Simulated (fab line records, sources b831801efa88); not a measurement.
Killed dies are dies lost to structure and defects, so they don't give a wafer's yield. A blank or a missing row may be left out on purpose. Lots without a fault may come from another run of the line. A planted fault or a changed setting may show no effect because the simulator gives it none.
A struck lot beside a sound one | flow sky130 | 13 steps out of a route of 708
Sound: wafers L447.4, L447.5, L447.6. Struck: wafers L446.3, L446.4, L446.6. The cause comes at the end.
At each step with rows: each side's tool, then ch and its chambers, then its first start. Under that, the readings that differ: sound wafers | struck wafers | difference of the means | sigmas: that difference in standard deviations of wafers without a fault.
alike: readings whose means differ by less than 2 such deviations, and words and numbers that are the same on both sides. not compared: withheld readings, readings that some wafer has no value for, bounds like >300 that may hide the same value, and numbers for which the record gives no deviation and whose values overlap.
The two part at a step that has a row with sigmas, a row that says differs or no value, or rows on one side only. Numbers that don't overlap but have no deviation are shown without sigmas and don't part them. A reading that every wafer of one side lacks parts them only if that side has two wafers or more.

SKY_NWELL_TW_MEAS_26:
  sound on film_metro-03, day 8 18:05; struck on film_metro-03, day 8 12:38
  alike: NWELL_2_TW
then, 1 step without rows for these wafers: SKY_NWELL_CLEAN_27 (cleans in SC1/SC2, time 150 s).
SKY_NWELL_RTA_28: time 30 s.
  sound on rtp_anneal-02 ch 0, day 8 18:13; struck on rtp_anneal-01 ch 0, day 8 12:46
  alike: lamp_power_pct, ramp_down_c_per_s, wafer_temp_C_max
SKY_NWELL_RS_MEAS_29: measures by four-point-probe.
  sound on film_metro-01, day 8 18:19; struck on film_metro-04, day 8 12:52
  alike: NWELL_RS
SKY_NWELL_RS_MEAS_31: measures by four-point-probe.
  sound on film_metro-01, day 8 18:34; struck on film_metro-04, day 8 13:06
  alike: PWDE_RS
then, 6 steps without rows for these wafers: SKY_VT_ADJUST_HVTP_DEHYDRATE_00 (time 60 s); SKY_VT_ADJUST_HVTP_HMDS_01 (prime time 60 s); SKY_VT_ADJUST_HVTP_COAT_02 (resist thk 1140 nm); SKY_VT_ADJUST_HVTP_SOFTBAKE_03 (time 60 s); SKY_VT_ADJUST_HVTP_EXPOSE_04 (exposes mask HVTPM, target cd 380 nm); SKY_VT_ADJUST_HVTP_PEB_05.
SKY_VT_ADJUST_HVTP_DEVELOP_06: develop time 60 s.
  sound on litho_track-01 ch 0, day 9 16:44; struck on litho_track-01, day 9 10:24
  no value came back on the struck wafers for chill_plate_temp_C (C), develop_time_s (s), resist_line_temp_C (C); on the sound wafers chill_plate_temp_C (C) reads 22.97 23.22 23.02
SKY_VT_ADJUST_HVTP_CD_MEAS_07: target cd 380 nm.
  sound on cd_sem-01, day 9 16:52; struck on cd_sem-01, day 9 10:32
  reading    | sound       | struck | difference                    | sigmas
  cd_nm (nm) | 379 381 380 | - - -  | no value on the struck wafers |

WHERE THEY PART
First at SKY_VT_ADJUST_HVTP_DEVELOP_06; last, within this record, at SKY_VT_ADJUST_HVTP_CD_MEAS_07.

WHY: what the simulator had put in
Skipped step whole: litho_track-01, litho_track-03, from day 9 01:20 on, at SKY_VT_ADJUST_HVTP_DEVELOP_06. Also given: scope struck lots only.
